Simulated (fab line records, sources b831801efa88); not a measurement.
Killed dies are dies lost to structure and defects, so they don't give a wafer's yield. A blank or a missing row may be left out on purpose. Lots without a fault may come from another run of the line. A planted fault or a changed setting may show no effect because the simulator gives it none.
fab line records | flow sky130
record lots=5 wafers=23
route steps=708 shown VIA1@458 METAL2@486 VIA2@507 METAL3@532 CAPM@539 VIA3@573
start_h: hours from the record's first day to the start of the lot's first wafer shown | wait_h: hours since the lot's step before | " the same as in the row above | L1.1+2: a row that stands for several wafers | - no value, or no start given | * or withheld: withheld | < > ~ a bound
route shown NAME@n: a module of which the file shows steps, and the number in the route of the first | usual: mean/standard deviation of fault-free wafers | same: alike in all rows | chamber/n: place in a boat | sites: the reading at each site | _std_site: their standard deviation | _edge_site: outer sites' mean less inner sites' | radius_mm: how far each site lies from the wafer's centre | mask NAME#n: copy n | behind: the tool/chamber that last shaped the wafer | hold: why the lot was held/for how many hours/how that ended | device: the transistor (n, p or np) that didn't switch | end of line: the same wafers' tests at the end of the route | a step without rows: its recipe alone | killed: dies lost to structure and defects at the first sort, not the wafer's yield | map: a wafer's dies, x killed, . not, _ none there
set.NAME: the setting as run; set.NAME@STEP: as run at that earlier step | model.NAME: the simulator's own value behind a step, which no gauge read
lots whose settings were changed on purpose; a table a step, a row a wafer
## steps
# step SKY_VIA1_HDPCVD_00
# recipe material=SiO2 target_thk_nm=1030 sigma_open_frac=0.3 time_s=171.7 temp_c=400 sih4_flow_sccm=60 pressure_mtorr=6
# columns lot.wafer tool chamber start_h wait_h set.sih4_flow_sccm model.SiO2_of_VIA1_HDPCVD_00.thk_nm
L077.1 hdpcvd-01 2 791.52 0.1 66.74 1149
L077.2 " 0 " " 60 1041
L077.4 " 1 " " 66.74 1165
L077.5 " 2 " " 60 1037
L077.6 " 0 " " 60 1042
L078.1 hdpcvd-01 2 803.64 0.0 62.25 1063
L078.2 " 0 " " 62.25 -
L078.3 " 1 " " 60 1035
L078.4 " 1 " " 60 -
L078.5 " 2 " " 60 1024
L081.1 hdpcvd-01 0 830.27 0.0 60 1039
L081.4 " 0 " " 60 1033
L081.5 " 1 " " 60 1005
L082.2 hdpcvd-01 0 834.68 0.0 60 1027
L082.3+6 " 1,0 " " 64.85 -
L082.4 " 0 " " 64.85 1123
L082.5 " 1 " " 60 1022
L085.1+2 hdpcvd-01 1,0 856.75 0.0 68.04 -
L085.3 " 0 " " 60 1031
L085.4 " 1 " " 60 -
L085.5 " 1 " " 60 1004
# step SKY_VIA1_THK_MEAS_01
# recipe reads=SiO2_of_VIA1_HDPCVD_00
# usual VIA1_HDPCVD_THK=1030/10
# columns lot.wafer tool chamber start_h wait_h set.sih4_flow_sccm@VIA1_HDPCVD_00 VIA1_HDPCVD_THK[nm]
L077.1 film_metro-01 - 791.63 0.1 66.74 1151
L077.2 " - " " 60 1040
L077.4 " - " " 66.74 1166
L077.5 " - " " 60 1036
L077.6 " - " " 60 1043
L078.1 film_metro-01 - 803.76 0.1 62.25 1063
L078.2 " - " " 62.25 1069
L078.3 " - " " 60 1035
L078.4 " - " " 60 1033
L078.5 " - " " 60 1024
L081.1 film_metro-04 - 830.43 0.1 60 1039
L081.4 " - " " 60 1033
L081.5 " - " " 60 1005
L082.2 film_metro-04 - 834.85 0.1 60 1027
L082.3 " - " " 64.85 1104
L082.4 " - " " 64.85 1123
L082.5 " - " " 60 1022
L082.6 " - " " 64.85 1111
L085.1 film_metro-04 - 856.92 0.1 68.04 1164
L085.2 " - " " 68.04 1157
L085.3 " - " " 60 1032
L085.4 " - " " 60 1016
L085.5 " - " " 60 1004
# step SKY_VIA1_CVD_21
# recipe material=W target_thk_nm=270 time_s=80.902 temp_c=400 pressure_torr=40
# columns lot.wafer tool chamber start_h wait_h set.pressure_torr model.W_of_VIA1_CVD_21.thk_nm
L077.1 cvd_w-02 1 820.26 0.0 37.21 267.7
L077.2 " 0 " " 37.21 263
L077.4 " 1 " " 37.21 268.4
L077.5 " 1 " " 37.21 269.7
L077.6 " 0 " " 37.21 261.2
L078.1 cvd_w-01 1 831.98 0.0 45.27 283.8
L078.2 " 0 " " 45.27 286.2
L078.3 " 0 " " 45.27 285.4
L078.4 " 1 " " 45.27 282.8
L078.5 " 0 " " 45.27 286.6
L081.1 cvd_w-02 0 857.10 0.0 40 268.9
L081.4 " 0 " " 40 268.6
L081.5 " 1 " " 40 273.4
L082.2 cvd_w-02 0 862.58 0.0 34.79 249.1
L082.3 " 1 " " 34.79 255.8
L082.4 " 0 " " 34.79 253.9
L082.5 " 0 " " 34.79 250.1
L082.6 " 1 " " 34.79 257.8
L085.1 cvd_w-02 1 883.41 0.0 40 277.2
L085.2 " 0 " " 40 270
L085.3 " 0 " " 40 263.4
L085.4 " 1 " " 40 275.4
L085.5 " 0 " " 40 266.3
# step SKY_METAL2_SPUTTER_03
# recipe material=Ti target_thk_nm=5 power_w=3000 time_s=3.3 chamber_pressure_pa=0.4
# columns lot.wafer tool chamber start_h wait_h set.time_s model.Ti_of_METAL2_SPUTTER_03.thk_nm
L077.1 pvd_sputter-01 - 820.90 0.0 3.3 4.923
L077.2 " - " " 3.3 5.045
L077.4 " - " " 3.3 4.752
L077.5 " - " " 3.3 5.08
L077.6 " - " " 3.3 4.87
L078.1 pvd_sputter-02 - 832.63 0.0 3.3 4.965
L078.2 " - " " 2.889 4.353
L078.3 " - " " 3.3 4.926
L078.4 " - " " 2.889 4.371
L078.5 " - " " 3.3 4.992
L081.1 pvd_sputter-01 - 857.75 0.0 3.3 4.992
L081.4 " - " " 3.3 5.314
L081.5 " - " " 3.3 5.174
L082.2 pvd_sputter-01 - 863.22 0.0 3.3 5.229
L082.3 " - " " 3.012 4.776
L082.4 " - " " 3.3 4.935
L082.5 " - " " 3.3 5.259
L082.6 " - " " 3.012 4.552
L085.1 pvd_sputter-01 - 884.05 0.0 3.498 5.214
L085.2 " - " " 3.498 5.4
L085.3 " - " " 3.3 5.245
L085.4 " - " " 3.498 5.357
L085.5 " - " " 3.3 5.062
# step SKY_METAL2_METAL_ETCH_19
# recipe target_depth_a=3600 stop_on=SiO2 over_etch_frac=0.3 time_s=78 chemistry=Cl2/BCl3 resist_sidewall_deg=88 pressure_mtorr=10 icp_w=900 bias_w=48.5 Cl2_flow_sccm=60 bcl3_flow_sccm=30
# columns lot.wafer tool chamber start_h wait_h set.icp_w
L077.1+2 rie_metal-01 0 847.38 0.1 848
L077.4+5+6 " 0 " " 900
L078.1+4 rie_metal-03 1 859.06 0.0 900
L078.2+3+5 " 0,0,1 " " 794.8
L081.1+4+5 rie_metal-04 1,0,1 883.86 0.0 900
L082.2+3+4+5+6 rie_metal-01 1 889.69 0.1 900
L085.1+2+3+4+5 rie_metal-04 1,0,0,1,1 909.76 0.0 900
# step SKY_METAL2_STRIP_20
# recipe chemistry=O2/N2 power_w=1400 pressure_mtorr=1500 platen_temp_c=withheld o2_flow_sccm=3000 n2_flow_sccm=300 overash_fraction=0.5
# usual strip_time_to_endpoint_s=2.69/0.08
# columns lot.wafer tool chamber start_h wait_h set.icp_w@METAL2_METAL_ETCH_19 strip_time_to_endpoint_s
L077.1 plasma_asher-02 0 847.56 0.1 848 2.89
L077.2 " 1 " " 848 2.86
L077.4 " 0 " " 900 2.74
L077.5 " 1 " " 900 2.77
L077.6 " 0 " " 900 2.78
L078.1 plasma_asher-01 0 859.15 0.1 900 2.77
L078.2 " 1 " " 794.8 2.96
L078.3 " 1 " " 794.8 2.94
L078.4 " 0 " " 900 2.76
L078.5 " 1 " " 794.8 2.99
L081.1 plasma_asher-04 1 883.95 0.1 900 2.71
L081.4 " 0 " " 900 2.64
L081.5 " 0 " " 900 2.74
L082.2 plasma_asher-02 1 889.84 0.1 900 2.53
L082.3 " 0 " " 900 2.52
L082.4 " 1 " " 900 2.55
L082.5 " 1 " " 900 2.55
L082.6 " 0 " " 900 2.53
L085.1 plasma_asher-04 0 909.85 0.1 900 2.74
L085.2 " 1 " " 900 2.68
L085.3 " 1 " " 900 2.65
L085.4 " 0 " " 900 2.75
L085.5 " 1 " " 900 2.76
# step SKY_VIA2_HDPCVD_00
# recipe material=SiO2 target_thk_nm=1180 sigma_open_frac=0.3 time_s=196.7 temp_c=400 sih4_flow_sccm=60 pressure_mtorr=6
# columns lot.wafer tool chamber start_h wait_h set.time_s model.SiO2_of_VIA2_HDPCVD_00.thk_nm
L077.1 hdpcvd-01 0 848.57 0.0 196.7 1184
L077.2 " 1 " " 196.7 1183
L077.4+6 " 0,1 " " 196.7 -
L077.5 " 0 " " 196.7 1187
L078.1 hdpcvd-01 1 859.78 0.0 196.7 1182
L078.2 " 0 " " 196.7 1211
L078.3 " 0 " " 185.5 1118
L078.4 " 1 " " 196.7 1186
L078.5 " 1 " " 185.5 -
L081.1 hdpcvd-01 0 884.55 0.0 196.7 1196
L081.4 " 1 " " 196.7 1180
L081.5 " 0 " " 196.7 1197
L082.2 hdpcvd-01 0 890.46 0.0 196.7 1190
L082.3+4 " 0,1 " " 168.2 1028
L082.5 " 1 " " 168.2 1010
L082.6 " 0 " " 196.7 1192
L085.1 hdpcvd-01 0 910.48 0.0 196.7 1202
L085.2 " 1 " " 168.6 1019
L085.3 " 0 " " 196.7 -
L085.4+5 " 1,0 " " 168.6 -
# step SKY_VIA2_THK_MEAS_01
# recipe reads=SiO2_of_VIA2_HDPCVD_00
# usual VIA2_HDPCVD_THK=1183/12
# columns lot.wafer tool chamber start_h wait_h set.time_s@VIA2_HDPCVD_00 VIA2_HDPCVD_THK[nm]
L077.1 film_metro-03 - 848.76 0.1 196.7 1184
L077.2 " - " " 196.7 1183
L077.4 " - " " 196.7 1181
L077.5 " - " " 196.7 1187
L077.6 " - " " 196.7 1184
L078.1 film_metro-03 - 859.97 0.1 196.7 1182
L078.2 " - " " 196.7 1211
L078.3 " - " " 185.5 1118
L078.4 " - " " 196.7 1186
L078.5 " - " " 185.5 1126
L081.1 film_metro-04 - 884.74 0.1 196.7 1197
L081.4 " - " " 196.7 1180
L081.5 " - " " 196.7 1197
L082.2 film_metro-03 - 890.66 0.1 196.7 1190
L082.3 " - " " 168.2 1028
L082.4 " - " " 168.2 1028
L082.5 " - " " 168.2 1009
L082.6 " - " " 196.7 1193
L085.1 film_metro-03 - 910.67 0.1 196.7 1201
L085.2 " - " " 168.6 1019
L085.3 " - " " 196.7 1179
L085.4 " - " " 168.6 1006
L085.5 " - " " 168.6 1024
# step SKY_VIA2_ETCH_14
# recipe chemistry=N2/H2 target=BARC ion_energy_ev=200 source_w=500 bias_w=100 pressure_mtorr=30 n2_flow_sccm=100 h2_flow_sccm=200 stop_on=SiO2 time_s=45.9 target_depth_a=600
# columns lot.wafer tool chamber start_h wait_h set.time_s model.KrF-thick_of_VIA2_COAT_07.thk_nm
L077.1 rie_diel-01 0 875.02 0.0 45.9 391.1
L077.2 " 2 " " 45.9 390.7
L077.4 " 1 " " 45.9 390.6
L077.5 " 2 " " 45.9 391.3
L077.6 " 3 " " 45.9 390.1
L078.1 rie_diel-04 2 886.43 0.0 45.9 390.8
L078.2 " 1 " " 52.48 384.4
L078.3 " 0 " " 52.48 384.5
L078.4 " 3 " " 52.48 384.6
L078.5 " 2 " " 45.9 391.6
L081.1 rie_diel-04 0 910.22 0.0 45.9 390.8
L081.4 " 2 " " 45.9 391.5
L081.5 " 2 " " 45.9 391.6
L082.2 rie_diel-03 0 916.18 0.0 49.65 386.5
L082.3 " 3 " " 49.65 385.9
L082.4 " 2 " " 45.9 389.1
L082.5 " 0 " " 45.9 391.7
L082.6 " 1 " " 49.65 385.5
L085.1 rie_diel-01 0 935.73 0.0 45.9 392.6
L085.2 " 1 " " 40.42 400.3
L085.3 " 2 " " 40.42 397.6
L085.4 " 3 " " 45.9 391.7
L085.5 " 0 " " 40.42 398.4
# step SKY_VIA2_ETCH_15
# recipe target=SiO2 chemistry=C4F8/O2/Ar target_depth_nm=546 stop_on=TiN mask_material=KrF-thick source_w=1500 bias_w=1200 pressure_mtorr=40 c4f8_flow_sccm=withheld O2_flow_sccm=6 Ar_flow_sccm=300 time_s=84
# columns lot.wafer tool chamber start_h wait_h set.time_s@VIA2_ETCH_14 model.KrF-thick_of_VIA2_COAT_07.thk_nm
L077.1 rie_diel-01 0 875.06 0.0 45.9 280.3
L077.2 " 2 " " 45.9 279.3
L077.4 " 1 " " 45.9 280.9
L077.5 " 2 " " 45.9 279
L077.6 " 3 " " 45.9 277.6
L078.1 rie_diel-04 2 886.47 0.0 45.9 281.4
L078.2 " 1 " " 52.48 273.5
L078.3 " 0 " " 52.48 272.8
L078.4 " 3 " " 52.48 273.8
L078.5 " 2 " " 45.9 281.5
L081.1 rie_diel-04 0 910.26 0.0 45.9 279.6
L081.4 " 2 " " 45.9 283.6
L081.5 " 2 " " 45.9 284.2
L082.2 rie_diel-03 0 916.22 0.0 49.65 278.1
L082.3 " 3 " " 49.65 274.7
L082.4 " 2 " " 45.9 280.5
L082.5 " 0 " " 45.9 283.7
L082.6 " 1 " " 49.65 276.2
L085.1 rie_diel-01 0 935.77 0.0 45.9 283
L085.2 " 1 " " 40.42 292.4
L085.3 " 2 " " 40.42 285.9
L085.4 " 3 " " 45.9 279.1
L085.5 " 0 " " 40.42 288.8
# step SKY_METAL3_SPUTTER_00
# recipe material=Ti target_thk_nm=15 power_w=3000 time_s=10 chamber_pressure_pa=0.4
# columns lot.wafer tool chamber start_h wait_h set.power_w model.Ti_of_METAL3_SPUTTER_00.thk_nm
L077.1 pvd_sputter-04 - 876.47 0.1 3000 15.07
L077.2 " - " " 2752 13.81
L077.4 " - " " 2752 13.68
L077.5 " - " " 3000 15.15
L077.6 " - " " 2752 13.78
L078.1 pvd_sputter-02 - 887.82 0.1 3000 15.08
L078.2 " - " " 3215 16.14
L078.3 " - " " 3000 15
L078.4 " - " " 3000 15.03
L078.5 " - " " 3215 16.24
L081.1 pvd_sputter-04 - 911.59 0.2 3000 15.18
L081.4 " - " " 3000 14.96
L081.5 " - " " 3000 15.11
L082.2+5 pvd_sputter-02 - 918.24 0.2 3000 15.2
L082.3 " - " " 3000 15.14
L082.4 " - " " 3000 14.99
L082.6 " - " " 3000 15.23
L085.1 pvd_sputter-02 - 937.14 0.2 3000 14.96
L085.2 " - " " 3000 15.17
L085.3 " - " " 2664 13.32
L085.4 " - " " 2664 13.24
L085.5 " - " " 2664 13.43
# step SKY_CAPM_SPUTTER_02
# recipe material=TiN target_thk_nm=200 temp_c=300 power_w=6500 time_s=166.7 chamber_pressure_pa=0.4
# columns lot.wafer tool chamber start_h wait_h set.power_w model.TiN_of_CAPM_SPUTTER_02.thk_nm
L077.1 pvd_sputter-03 - 876.70 0.1 6500 200.9
L077.2 " - " " 6831 210.4
L077.4 " - " " 6500 200
L077.5 " - " " 6831 211.4
L077.6 " - " " 6500 200.5
L078.1 pvd_sputter-04 - 888.05 0.1 7053 215
L078.2 " - " " 7053 215.5
L078.3 " - " " 7053 214.8
L078.4 " - " " 6500 202.3
L078.5 " - " " 6500 198.3
L081.1 pvd_sputter-02 - 911.83 0.1 6500 201.6
L081.4 " - " " 6500 199.1
L081.5 " - " " 6500 202.8
L082.2 pvd_sputter-02 - 918.47 0.0 6221 190.6
L082.3 " - " " 6500 198.5
L082.4 " - " " 6221 193.1
L082.5 " - " " 6500 200.3
L082.6 " - " " 6221 191
L085.1 pvd_sputter-04 - 937.37 0.1 6500 199.7
L085.2 " - " " 6500 198.9
L085.3 " - " " 6500 198
L085.4 " - " " 6500 200.3
L085.5 " - " " 6500 198.2
# step SKY_CAPM_RS_MEAS_03
# recipe thk_meas_gauge=four-point-probe reads=TiN_of_CAPM_SPUTTER_02
# usual CAPM_TIN_RS=6.93/0.072
# columns lot.wafer tool chamber start_h wait_h set.power_w@CAPM_SPUTTER_02 CAPM_TIN_RS[ohm/sq]
L077.1 film_metro-03 - 876.81 0.1 6500 6.87
L077.2 " - " " 6831 6.57
L077.4 " - " " 6500 6.90
L077.5 " - " " 6831 6.53
L077.6 " - " " 6500 6.90
L078.1 film_metro-01 - 888.16 0.1 7053 6.43
L078.2 " - " " 7053 6.39
L078.3 " - " " 7053 6.43
L078.4 " - " " 6500 6.84
L078.5 " - " " 6500 6.96
L081.1 film_metro-03 - 911.94 0.1 6500 6.85
L081.4 " - " " 6500 6.96
L081.5 " - " " 6500 6.82
L082.2 film_metro-03 - 918.60 0.1 6221 7.25
L082.3 " - " " 6500 6.97
L082.4 " - " " 6221 7.15
L082.5 " - " " 6500 6.90
L082.6 " - " " 6221 7.25
L085.1 film_metro-04 - 937.48 0.1 6500 6.93
L085.2 " - " " 6500 6.97
L085.3 " - " " 6500 7.00
L085.4 " - " " 6500 6.91
L085.5 " - " " 6500 6.98
# step SKY_CAPM_THK_MEAS_04
# recipe thk_meas_gauge=xrf reads=TiN_of_CAPM_SPUTTER_02
# usual CAPM_TIN_THK=200.9/2.3
# columns lot.wafer tool chamber start_h wait_h set.power_w@CAPM_SPUTTER_02 CAPM_TIN_THK[nm]
L077.1 film_metro-03 - 876.93 0.1 6500 201.9
L077.2 " - " " 6831 209.8
L077.4 " - " " 6500 201.0
L077.5 " - " " 6831 210.9
L077.6 " - " " 6500 200.3
L078.1 film_metro-01 - 888.28 0.1 7053 217.2
L078.2 " - " " 7053 219.4
L078.3 " - " " 7053 216.8
L078.4 " - " " 6500 205.3
L078.5 " - " " 6500 200.5
L081.1 film_metro-03 - 912.06 0.1 6500 202.5
L081.4 " - " " 6500 201.2
L081.5 " - " " 6500 203.9
L082.2 film_metro-03 - 918.71 0.1 6221 192.7
L082.3 " - " " 6500 200.2
L082.4 " - " " 6221 194.0
L082.5 " - " " 6500 202.4
L082.6 " - " " 6221 192.7
L085.1 film_metro-04 - 937.60 0.1 6500 199.9
L085.2 " - " " 6500 199.3
L085.3 " - " " 6500 198.1
L085.4 " - " " 6500 201.5
L085.5 " - " " 6500 199.2
# step SKY_VIA3_HDPCVD_00
# recipe material=SiO2 target_thk_nm=1635 sigma_open_frac=0.3 time_s=272.5 temp_c=400 sih4_flow_sccm=60 pressure_mtorr=6
# columns lot.wafer tool chamber start_h wait_h set.time_s model.SiO2_of_VIA3_HDPCVD_00.thk_nm
L077.1 hdpcvd-01 2 927.54 0.0 272.5 1646
L077.2 " 0 " " 272.5 1673
L077.4 " 0 " " 272.5 1667
L077.5 " 2 " " 272.5 1633
L077.6 " 1 " " 272.5 1681
L078.1 hdpcvd-02 0 939.04 0.0 249.8 1453
L078.2+4 " 1,0 " " 272.5 1600
L078.3 " 2 " " 272.5 1602
L078.5 " 2 " " 249.8 1454
L081.1+4 hdpcvd-02 2,1 961.59 0.0 272.5 1619
L081.5 " 2 " " 272.5 1624
L082.2+4 hdpcvd-01 0,2 967.91 0.0 272.5 1652
L082.3 " 1 " " 272.5 1636
L082.5 " 1 " " 305.7 1853
L082.6 " 0 " " 305.7 1846
L085.1 hdpcvd-01 2 986.15 0.0 272.5 1645
L085.2 " 1 " " 249.6 1506
L085.3 " 0 " " 272.5 1654
L085.4 " 1 " " 249.6 1501
L085.5 " 0 " " 249.6 1509
# step SKY_VIA3_THK_MEAS_01
# recipe reads=SiO2_of_VIA3_HDPCVD_00
# usual VIA3_HDPCVD_THK=1625/25
# columns lot.wafer tool chamber start_h wait_h set.time_s@VIA3_HDPCVD_00 VIA3_HDPCVD_THK[nm]
L077.1 film_metro-04 - 927.71 0.1 272.5 1645
L077.2 " - " " 272.5 1673
L077.4 " - " " 272.5 1668
L077.5 " - " " 272.5 1633
L077.6 " - " " 272.5 1681
L078.1 film_metro-02 - 939.21 0.1 249.8 1452
L078.2 " - " " 272.5 1600
L078.3 " - " " 272.5 1602
L078.4 " - " " 272.5 1600
L078.5 " - " " 249.8 1453
L081.1 film_metro-02 - 961.76 0.1 272.5 1621
L081.4 " - " " 272.5 1618
L081.5 " - " " 272.5 1623
L082.2 film_metro-04 - 968.09 0.1 272.5 1653
L082.3 " - " " 272.5 1636
L082.4 " - " " 272.5 1653
L082.5 " - " " 305.7 1852
L082.6 " - " " 305.7 1845
L085.1 film_metro-01 - 986.32 0.1 272.5 1645
L085.2 " - " " 249.6 1506
L085.3 " - " " 272.5 1655
L085.4 " - " " 249.6 1501
L085.5 " - " " 249.6 1509
## key
split step=SKY_VIA1_HDPCVD_00 setting=sih4_flow_sccm stated=60 by=wafer
response step=SKY_VIA1_HDPCVD_00 reading=model.SiO2_of_VIA1_HDPCVD_00.thk_nm change=+10.8 per=1% r=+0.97
response step=SKY_VIA1_THK_MEAS_01 reading=VIA1_HDPCVD_THK change=+10.6 per=1% r=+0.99
split step=SKY_VIA1_CVD_21 setting=pressure_torr stated=40 by=lot
response step=SKY_VIA1_CVD_21 reading=model.W_of_VIA1_CVD_21.thk_nm change=+1.14 per=1% r=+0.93
split step=SKY_METAL2_SPUTTER_03 setting=time_s stated=3.3 by=wafer
response step=SKY_METAL2_SPUTTER_03 reading=model.Ti_of_METAL2_SPUTTER_03.thk_nm change=+0.0473 per=1% r=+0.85
split step=SKY_METAL2_METAL_ETCH_19 setting=icp_w stated=900 by=wafer
response step=SKY_METAL2_STRIP_20 reading=strip_time_to_endpoint_s change=* per=1% r=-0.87
split step=SKY_VIA2_HDPCVD_00 setting=time_s stated=196.7 by=wafer
response step=SKY_VIA2_HDPCVD_00 reading=model.SiO2_of_VIA2_HDPCVD_00.thk_nm change=+12.1 per=1% r=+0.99
response step=SKY_VIA2_THK_MEAS_01 reading=VIA2_HDPCVD_THK change=+12 per=1% r=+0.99
split step=SKY_VIA2_ETCH_14 setting=time_s stated=45.9 by=wafer
response step=SKY_VIA2_ETCH_14 reading=model.KrF-thick_of_VIA2_COAT_07.thk_nm change=-0.511 per=1% r=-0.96
response step=SKY_VIA2_ETCH_15 reading=model.KrF-thick_of_VIA2_COAT_07.thk_nm change=-0.626 per=1% r=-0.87
split step=SKY_METAL3_SPUTTER_00 setting=power_w stated=3000 by=wafer
response step=SKY_METAL3_SPUTTER_00 reading=model.Ti_of_METAL3_SPUTTER_00.thk_nm change=+0.159 per=1% r=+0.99
split step=SKY_CAPM_SPUTTER_02 setting=power_w stated=6500 by=wafer
response step=SKY_CAPM_SPUTTER_02 reading=model.TiN_of_CAPM_SPUTTER_02.thk_nm change=+1.82 per=1% r=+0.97
response step=SKY_CAPM_RS_MEAS_03 reading=CAPM_TIN_RS change=-0.0605 per=1% r=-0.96
response step=SKY_CAPM_THK_MEAS_04 reading=CAPM_TIN_THK change=+1.79 per=1% r=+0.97
split step=SKY_VIA3_HDPCVD_00 setting=time_s stated=272.5 by=wafer
response step=SKY_VIA3_HDPCVD_00 reading=model.SiO2_of_VIA3_HDPCVD_00.thk_nm change=+17 per=1% r=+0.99
response step=SKY_VIA3_THK_MEAS_01 reading=VIA3_HDPCVD_THK change=+17 per=1% r=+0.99
